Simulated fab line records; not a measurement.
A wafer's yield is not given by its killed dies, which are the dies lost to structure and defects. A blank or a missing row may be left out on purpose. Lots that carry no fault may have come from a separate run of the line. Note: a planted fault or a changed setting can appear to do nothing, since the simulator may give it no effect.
fab line records    flow sky130
record: lots: 5  wafers: 15  last-day: 48
route steps=708 shown SD_N@342 SALICIDE@361 LI_CONTACT@362 PAD_OPEN@708
lots that met no fault: from a run of the same line without faults
start-h: start of the lot's first displayed wafer, in hours after the record's first day    wait-h: how many hours have passed since the lot's step before this one    " the same as in the row above    L1.1+2: a single row standing in for several wafers    - either no value or no given start    * or withheld: withheld    < > ~ a bound
route shown NAME@n: names a module that has steps shown in the file, with the first one's number in the route    usual: average and standard deviation across the fault-free wafers    same: alike in all rows    chamber/n: place in a boat    sites: per-site readings    _std_site: standard deviation of those values    _edge_site: inner sites' mean taken away from outer sites' mean    radius-mm: how far each site lies from the wafer's centre    mask NAME#n: copy n    behind: the most recent tool/chamber to have shaped the wafer    hold: reason for holding the lot/hours on hold/outcome of the hold    device: transistor that didn't switch, given as n, p or np    end of line: the same wafers' tests at the end of the route    a step with no rows: only its recipe    killed: count of dies lost to structure and defects at first sort (not the wafer's yield)    map: dies across one wafer; x = killed, . = not, _ = none there
set.NAME: the run value of the setting; set.NAME@STEP: its run value at that earlier step    model.NAME: the simulator's own value behind a step, which no gauge read
certain route steps with their lots: each step a table, each wafer a row
services: from which hour (start-h, from the record's first day; less than 0 if before it) a tool's chamber was out of use, for how many hours, and why
== steps ==
step: SKY_SD_N_DEHYDRATE_00
recipe: temp-c: 200  time-s: 60
step: SKY_SD_N_HMDS_01
recipe: prime-time-s: 60  prime-temp-c: 120
step: SKY_SD_N_COAT_02
recipe: resist: NOVOLAK  spin-rpm: 3000  resist-thk-nm: 1140
step: SKY_SD_N_SOFTBAKE_03
recipe: temp-c: 90  time-s: 60  resist: NOVOLAK
step: SKY_SD_N_EXPOSE_04
recipe: mask-id: NSDM  na: 0.6  source-shape: conventional  sigma-outer: 0.6  polarization: unpolarized  target-cd-nm: 380  dose-mj: 141
step: SKY_SD_N_PEB_05
recipe: temp-c: withheld  time-s: *  resist: NOVOLAK
step: SKY_SD_N_DEVELOP_06
recipe: resist: NOVOLAK  developer: TMAH  develop-time-s: 60  dev-temp-c: 23
step: SKY_SD_N_IMPLANT_09
recipe: species: As  energy-kev: 50  dose-cm2: 4e+15  tilt-deg: 0
step: SKY_SD_N_IMPLANT_10
recipe: species: P  energy-kev: 20  dose-cm2: 1e+14  tilt-deg: 0
step: SKY_SD_N_STRIP_11
recipe: chemistry: O2/N2  power-w: 1400  pressure-mtorr: 1500  platen-temp-c: withheld  o2-flow-sccm: 3000  n2-flow-sccm: 300  overash-fraction: 0.5
usual: chamber-pressure-mTorr: 1500.0/1.4  drypump-motor-current-A: 5.4/0.53  oes-product-au: 0.528/0.0045  strip-time-to-endpoint-s: 22.55/0.045
lot.wafer  tool             chamber  start-h  wait-h  chamber-pressure-mTorr  drypump-motor-current-A  oes-product-au  rf-hours-counter-h  strip-time-to-endpoint-s
L591.1     plasma-asher-01  0        665.63   0.1     1500.7                  5.0                      0.537           55                  22.54
L591.2     "                1        "        "       1501.8                  4.8                      0.528           55                  22.59
L591.4     "                0        "        "       1501.6                  5.0                      0.530           -                   22.56
L592.1     plasma-asher-01  1        679.37   0.1     1499.1                  4.8                      0.524           56                  22.50
L592.2     "                0        "        "       1500.3                  5.0                      0.528           56                  22.51
L592.6     "                0        "        "       1499.8                  5.0                      0.532           -                   22.50
L593.1     plasma-asher-01  0        686.63   0.1     1499.5                  5.0                      0.532           57                  22.62
L593.2     "                1        "        "       1500.0                  4.8                      0.535           57                  22.56
L593.4     "                1        "        "       1499.0                  4.8                      0.531           -                   22.55
L594.4     plasma-asher-01  1        695.82   0.1     1502.3                  4.8                      0.530           -                   22.54
L594.5     "                1        "        "       1498.5                  4.8                      0.542           -                   22.51
L594.6     "                0        "        "       1499.7                  5.0                      0.532           -                   22.53
L603.1     plasma-asher-03  1        763.03   0.1     1499.2                  6.4                      0.523           3                   22.62
L603.4     "                0        "        "       1500.3                  5.4                      0.534           -                   22.58
L603.5     "                0        "        "       1497.8                  5.4                      0.535           -                   22.58
step: SKY_SD_N_CLEAN_13
recipe: chemistry: SC1/SC2  mix: 1:4:20  temp-c: 70  time-s: 150  dry: n2-spin
step: SKY_SD_N_RTA_14
recipe: temp-c: 1075  time-s: 2  idle-temp-c: 650  ramp-up-c-per-s: 150  ramp-down-c-per-s: 90  ambient: N2
step: SKY_SALICIDE_CLEAN_00
recipe: chemistry: HF-last  time-s: 30  dilution: 100:1  dry: ipa-marangoni
step: SKY_LI_CONTACT_HDPCVD_00
recipe: material: PSG  target-thk-nm: 930  sigma-open-frac: 0.3  time-s: 155  temp-c: 600  sih4-flow-sccm: 60  pressure-mtorr: 6
step: SKY_LI_CONTACT_CMP_02
recipe: material: PSG  down-force-psi: 4  platen-rpm: 60  pad-velocity-m-s: 0.94248
step: SKY_LI_CONTACT_DEHYDRATE_04
recipe: temp-c: 200  time-s: 60
step: SKY_LI_CONTACT_HMDS_05
recipe: prime-time-s: 60  prime-temp-c: 120
step: SKY_LI_CONTACT_COAT_06
recipe: resist: BARC  temp-c: withheld  time-s: withheld  spin-rpm: 3000  resist-thk-nm: 60
step: SKY_LI_CONTACT_COAT_07
recipe: resist: KrF-thick  spin-rpm: 3000  resist-thk-nm: 450
step: SKY_LI_CONTACT_SOFTBAKE_08
recipe: temp-c: 100  time-s: 90  resist: KrF-thick
step: SKY_LI_CONTACT_EXPOSE_09
recipe: mask-id: LICM1  na: 0.8  source-shape: annular  sigma-inner: 0.55  sigma-outer: 0.85  target-cd-nm: 170  dose-mj: 38
step: SKY_LI_CONTACT_PEB_10
recipe: peb-temp-c: withheld  peb-time-s: withheld  resist: KrF-thick
step: SKY_LI_CONTACT_DEVELOP_11
recipe: develop-time-s: 60  resist: KrF-thick  dev-temp-c: 21
step: SKY_LI_CONTACT_ETCH_14
recipe: chemistry: N2/H2  target: BARC  ion-energy-ev: 200  source-w: 500  bias-w: 100  pressure-mtorr: 30  n2-flow-sccm: 100  h2-flow-sccm: 200  stop-on: SiO2  time-s: 45.9  target-depth-a: 600
step: SKY_LI_CONTACT_ETCH_15
recipe: target: PSG  chemistry: C4F8/O2/Ar  stop-on: Si  taper-deg: 4.15  mask-material: KrF-thick  source-w: 1500  bias-w: 1200  pressure-mtorr: 40  c4f8-flow-sccm: withheld  O2_flow_sccm: 6  Ar_flow_sccm: 300  time-s: withheld  target-depth-a: 6000
step: SKY_LI_CONTACT_STRIP_16
recipe: chemistry: O2/N2  power-w: 1400  pressure-mtorr: 1500  platen-temp-c: withheld  o2-flow-sccm: 3000  n2-flow-sccm: 300  overash-fraction: 0.5
step: SKY_LI_CONTACT_CLEAN_17
recipe: chemistry: NMP  time-s: 600  temp-c: 60  dry: n2-spin
step: SKY_LI_CONTACT_PRE_CLEAN_18
recipe: gas: Ar  time-s: 5.6  bias-v: 358
step: SKY_LI_CONTACT_SPUTTER_19
recipe: material: Ti  target-thk-nm: 20  chamber-pressure-pa: 5  power-w: 2500  substrate-temp-c: 200  time-s: 106.37
step: SKY_LI_CONTACT_SPUTTER_20
recipe: material: TiN  target-thk-nm: 20  chamber-pressure-pa: 5  power-w: 4000  time-s: 80
step: SKY_PAD_OPEN_PROBE_99
usual: killed_at_M0_to_M3: 43/7.7  killed_at_M4_up: 3.1/1.7  killed-at-contacts: 23/4.8  killed-at-front-end: 15/4.5  killed-at-other: 0.3/0.58  killed-dies: 85/10  killed-open: 46/7.5  killed-short: 38/6.5
same: gross-dies: 492  killed-at-back-side: 0
lot.wafer  tool       chamber  start-h  wait-h  hold                      killed_at_M0_to_M3  killed_at_M4_up  killed-at-contacts  killed-at-front-end  killed-at-other  killed-dies  killed-open  killed-short
L591.1     prober-01  -        1087.69  0.1     -                         42                  5                21                  10                   0                78           47           31
L591.2     prober-01  -        1087.74  0.1     -                         42                  0                26                  18                   0                86           46           40
L591.4     prober-01  -        1087.84  0.2     -                         44                  4                29                  12                   0                89           52           36
L593.1     prober-02  -        1103.42  0.1     -                         50                  5                19                  44                   1                119          43           48
L593.2     prober-02  -        1103.47  0.1     -                         49                  2                22                  10                   0                83           45           38
L593.4     prober-02  -        1103.57  0.2     -                         28                  2                19                  6                    0                55           26           29
L592.1     prober-01  -        1105.97  0.1     -                         41                  2                29                  8                    0                80           45           35
L592.2     prober-01  -        1106.02  0.1     -                         40                  2                23                  39                   0                104          42           32
L592.6     prober-01  -        1106.22  0.2     -                         39                  2                21                  38                   0                100          35           33
L594.4     prober-02  -        1113.88  0.2     await-dispo/2.5h/release  49                  6                27                  18                   0                100          52           48
L594.5     prober-02  -        1113.93  0.2     await-dispo/2.5h/release  44                  4                30                  20                   0                98           52           46
L594.6     prober-02  -        1113.98  0.2     await-dispo/2.5h/release  42                  4                27                  43                   0                116          48           36
L603.1     prober-02  -        1159.29  0.1     -                         51                  2                24                  28                   0                105          57           48
L603.4     prober-02  -        1159.44  0.2     -                         49                  1                23                  16                   0                89           52           37
L603.5     prober-02  -        1159.49  0.2     -                         48                  8                28                  21                   0                105          54           51
killed by level:class
L591.1 VIA1:geometric-particle:open=11 LI_CONTACT:geometric-particle:open=7 CONTACT:geometric-particle:open=6 METAL2:geometric-particle:short=5 VIA3:geometric-particle:open=5 VIA2:geometric-particle:open=5 VIA1:geometric-particle:short=4 FIELD_ISO:geometric-particle:short=3
L591.2 CONTACT:geometric-particle:open=11 VIA1:geometric-particle:open=10 VIA1:geometric-particle:short=7 METAL2:geometric-particle:short=6 VIA3:geometric-particle:open=6 POLY_GATE:geometric-particle:open=5 LI_CONTACT:geometric-particle:open=5 CONTACT:geometric-particle:short=5
L591.4 CONTACT:geometric-particle:open=13 VIA1:geometric-particle:open=9 VIA2:geometric-particle:open=9 LI_CONTACT:geometric-particle:open=5 CONTACT:geometric-particle:short=5 METAL1:geometric-particle:short=5 VIA1:geometric-particle:short=5 VIA3:geometric-particle:short=5
L593.1 SD_N:unspecified=28 VIA1:geometric-particle:open=14 VIA3:geometric-particle:open=7 VIA1:geometric-particle:short=7 LOCAL_INTERCONNECT:geometric-particle:short=6 FIELD_ISO:geometric-particle:short=5 LI_CONTACT:geometric-particle:open=5 METAL2:geometric-particle:short=5
L593.2 VIA1:geometric-particle:open=17 LI_CONTACT:geometric-particle:open=7 METAL1:geometric-particle:short=7 METAL3:geometric-particle:short=6 VIA3:geometric-particle:open=6 CONTACT:geometric-particle:open=5 METAL2:geometric-particle:short=5 LI_CONTACT:geometric-particle:short=4
L593.4 CONTACT:geometric-particle:open=8 METAL2:geometric-particle:short=5 LOCAL_INTERCONNECT:geometric-particle:short=5 VIA3:geometric-particle:open=5 METAL1:geometric-particle:short=4 VIA3:geometric-particle:short=4 FIELD_ISO:geometric-particle:short=3 LI_CONTACT:geometric-particle:open=3
L592.1 CONTACT:geometric-particle:open=9 VIA1:geometric-particle:open=8 CONTACT:geometric-particle:short=6 LI_CONTACT:geometric-particle:open=6 VIA3:geometric-particle:open=6 VIA2:geometric-particle:short=6 LOCAL_INTERCONNECT:geometric-particle:short=4 METAL1:geometric-particle:short=4
L592.2 SD_N:unspecified=29 CONTACT:geometric-particle:open=10 METAL2:geometric-particle:short=9 VIA3:geometric-particle:open=6 LI_CONTACT:geometric-particle:open=6 VIA2:geometric-particle:open=6 VIA1:geometric-particle:open=6 VIA1:geometric-particle:short=5
L592.6 SD_N:unspecified=30 VIA1:geometric-particle:open=15 LOCAL_INTERCONNECT:geometric-particle:short=7 LI_CONTACT:geometric-particle:open=5 METAL1:geometric-particle:short=4 VIA1:geometric-particle:short=4 VIA3:geometric-particle:open=3 LOCAL_INTERCONNECT:geometric-particle:open=3
L594.4 METAL2:geometric-particle:short=10 VIA1:geometric-particle:open=10 CONTACT:geometric-particle:open=9 FIELD_ISO:geometric-particle:short=8 LI_CONTACT:geometric-particle:open=8 VIA2:geometric-particle:open=7 CONTACT:geometric-particle:short=5 METAL1:geometric-particle:short=5
L594.5 CONTACT:geometric-particle:open=13 VIA1:geometric-particle:open=11 METAL2:geometric-particle:short=7 POLY_GATE:geometric-particle:short=6 LOCAL_INTERCONNECT:geometric-particle:short=6 VIA1:geometric-particle:short=6 CONTACT:geometric-particle:short=4 FIELD_ISO:geometric-particle:open=4
L594.6 SD_N:unspecified=32 CONTACT:geometric-particle:open=10 VIA1:geometric-particle:open=9 LI_CONTACT:geometric-particle:open=8 VIA3:geometric-particle:open=6 LI_CONTACT:geometric-particle:short=5 METAL1:geometric-particle:open=4 METAL1:geometric-particle:short=4
L603.1 VIA1:geometric-particle:open=13 CONTACT:geometric-particle:open=11 POLY_GATE:geometric-particle:short=10 METAL1:geometric-particle:short=9 VIA3:geometric-particle:open=8 FIELD_ISO:geometric-particle:short=6 POLY_GATE:geometric-particle:open=6 VIA2:geometric-particle:open=6
L603.4 CONTACT:geometric-particle:open=8 VIA1:geometric-particle:short=8 VIA2:geometric-particle:open=8 VIA3:geometric-particle:open=8 POLY_GATE:geometric-particle:open=6 LI_CONTACT:geometric-particle:open=6 VIA1:geometric-particle:open=5 METAL2:geometric-particle:short=4
L603.5 VIA1:geometric-particle:open=10 LI_CONTACT:geometric-particle:open=10 CONTACT:geometric-particle:open=7 METAL1:geometric-particle:short=7 VIA2:geometric-particle:open=7 POLY_GATE:geometric-particle:short=6 METAL2:geometric-particle:short=6 POLY_GATE:geometric-particle:open=5
map L592.2 (x killed, . not)
__________x....x...._________
________...x.........._______
______x....xx........x.x_____
_____....x.....x........x____
____.xxx...x.xx......xx..x___
___...........xx.........xx__
__.................x.....xxx_
_...x.x........x........xxxxx
_....x......x...........xxxxx
_.....x.........x....x..xxxxx
_...x................x.x..xxx
_x.....x.x..xx.xx........xxxx
_...x...x..............x..xx.
_.x...x.x..x........x...xx.x.
_.....x........x.x....x......
__....xx...................._
___...x.......xx.x.........__
____....x.....x...........___
_____.............xx....x____
______x................._____
________..x..x....x..._______
__________xx....xx.._________
map L593.1 (x killed, . not)
__________....x....._________
________.............._______
______...xx......x.x...x_____
_____......xx.......x....____
____........x.........x...___
___..x....x.....x.....x..xx__
__............xxxx...x.xxxxx_
_...xx..........x......xxxxxx
_...........x.....xxx..xxxxxx
_x....x..x..x.........x.xxxxx
_..x.x.xx.....x..x..x.x.xxxxx
_.x...x..xx.....x....x.x.xx..
_..x.x.........x......x...x..
_.x.x.................x......
_.x.......x............x....x
__.x.........x.....x.x....x._
___x..x...x.............x..__
____........x.x........x..___
_____....xx.x.xx..x..x...____
______....x.x..x....x..._____
________x..x......x..._______
__________....xxx..._________
== services ==
tool             chamber  start-h  hours  kind
plasma-asher-01  -        676.49   2.8    pm
plasma-asher-01  -        690.03   4.9    repair
plasma-asher-01  -        708.49   2.0    repair
plasma-asher-03  -        733.75   9.0    pm
plasma-asher-03  0        733.75   9.0    vent-cycle
plasma-asher-03  1        733.75   9.0    vent-cycle
plasma-asher-03  0        742.75   -      clean
plasma-asher-03  1        742.75   -      clean
== key ==
first-sign: step: SKY_PAD_OPEN_PROBE_99  reading: killed-at-front-end  direction: up  sigmas: 5.8  usual: 15  struck: 41
effect: step: SKY_PAD_OPEN_PROBE_99  reading: killed-dies  direction: up  sigmas: 2.4  usual: 85  struck: 110
met-at SKY_SD_N_STRIP_11
struck-wafers L592.2,L592.6,L593.1,L594.6
tester-left-out L592,L593,L594
onset-between 665.63 679.37
fault: kind: chamber-particle-source  tool: plasma-asher-01  chamber: 0  onset-h: 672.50  steps: SKY_SD_N_STRIP_11  rate-per-visit-cm2: 0.51874  end-h: 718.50
tester-left-out: of these lots the tester's yield and bins aren't shown, on N5 and GAA mostly nor the transistor test; their killed dies are dies lost to structure and defects alone, not to doping, threshold or leakage, so they don't give the yield
